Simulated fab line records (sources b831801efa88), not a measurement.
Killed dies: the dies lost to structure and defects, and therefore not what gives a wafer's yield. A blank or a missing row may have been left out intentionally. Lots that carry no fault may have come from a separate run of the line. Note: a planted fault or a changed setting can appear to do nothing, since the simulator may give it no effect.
Matching of chambers :: flow gf180mcu :: cmp-01 running GF_STI_CMP_25: 4 sister chambers
The step polishes, stops on Si3N4, t overpolish 33 s, target thk 524.6 nm. 16 wafers are shown with their chamber, then 8 later ones without.

## WAFERS PAIRED WITH THEIR CHAMBERS
wafer: L168.3
chamber: 0
motor current A (A): 10.7

wafer: L168.4
chamber: 2
motor current A (A): 10.7

wafer: L168.5
chamber: 1
motor current A (A): 11.0

wafer: L174.1
chamber: 1
motor current A (A): 11.5

wafer: L174.4
chamber: 0
motor current A (A): 10.4

wafer: L174.6
chamber: 2
motor current A (A): 10.6

wafer: L175.1
chamber: 2
motor current A (A): 10.8

wafer: L175.2
chamber: 3
motor current A (A): 12.0

wafer: L175.3
chamber: 0
motor current A (A): 10.6

wafer: L178.1
chamber: 0
motor current A (A): 10.4

wafer: L178.2
chamber: 1
motor current A (A): 11.3

wafer: L178.6
chamber: 2
motor current A (A): 10.6

wafer: L183.1
chamber: 2
motor current A (A): 11.1

wafer: L183.4
chamber: 3
motor current A (A): 11.0

wafer: L183.5
chamber: 3
motor current A (A): 11.6

wafer: L187.3
chamber: 0
motor current A (A): 10.0

SIGNATURES (averages over the wafers above)
reading: motor current A
chamber 0: 10.420
chamber 1: 11.267
chamber 2: 10.760
chamber 3: 11.533
scatter within a chamber: 0.302
Rule: a wafer's distance from a chamber is the root of the sum, over the readings, of the square of ((its reading less the chamber's mean) divided by the reading's scatter). The wafer belongs to the nearest chamber; if the next one is less than 2 further off, it can't be placed. The scatter: take each reading less its chamber's mean, square it, sum over the shown wafers, divide by the number of wafers less the number of chambers, and take the root.

## WAFERS WITH NO CHAMBER GIVEN
wafer: L187.5
motor current A (A): 10.4

wafer: L187.6
motor current A (A): 11.7

wafer: L189.4
motor current A (A): 10.2

wafer: L189.5
motor current A (A): 10.2

wafer: L189.6
motor current A (A): 11.7

wafer: L190.1
motor current A (A): 10.2

wafer: L190.3
motor current A (A): 10.2

wafer: L190.4
motor current A (A): 11.7

## WHICH CHAMBER EACH WENT THROUGH
wafer: L187.5
from the rows above: can't be placed: 0 or 2
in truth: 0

wafer: L187.6
from the rows above: can't be placed: 3 or 1
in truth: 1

wafer: L189.4
from the rows above: can't be placed: 0 or 2
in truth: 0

wafer: L189.5
from the rows above: can't be placed: 0 or 2
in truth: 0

wafer: L189.6
from the rows above: can't be placed: 3 or 1
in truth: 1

wafer: L190.1
from the rows above: can't be placed: 0 or 2
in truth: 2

wafer: L190.3
from the rows above: can't be placed: 0 or 2
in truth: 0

wafer: L190.4
from the rows above: can't be placed: 3 or 1
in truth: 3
Correctly placed: 0 of 8. Not placeable from these rows: 8 (in 8, the candidates include the true chamber). Number placed wrongly: 0.
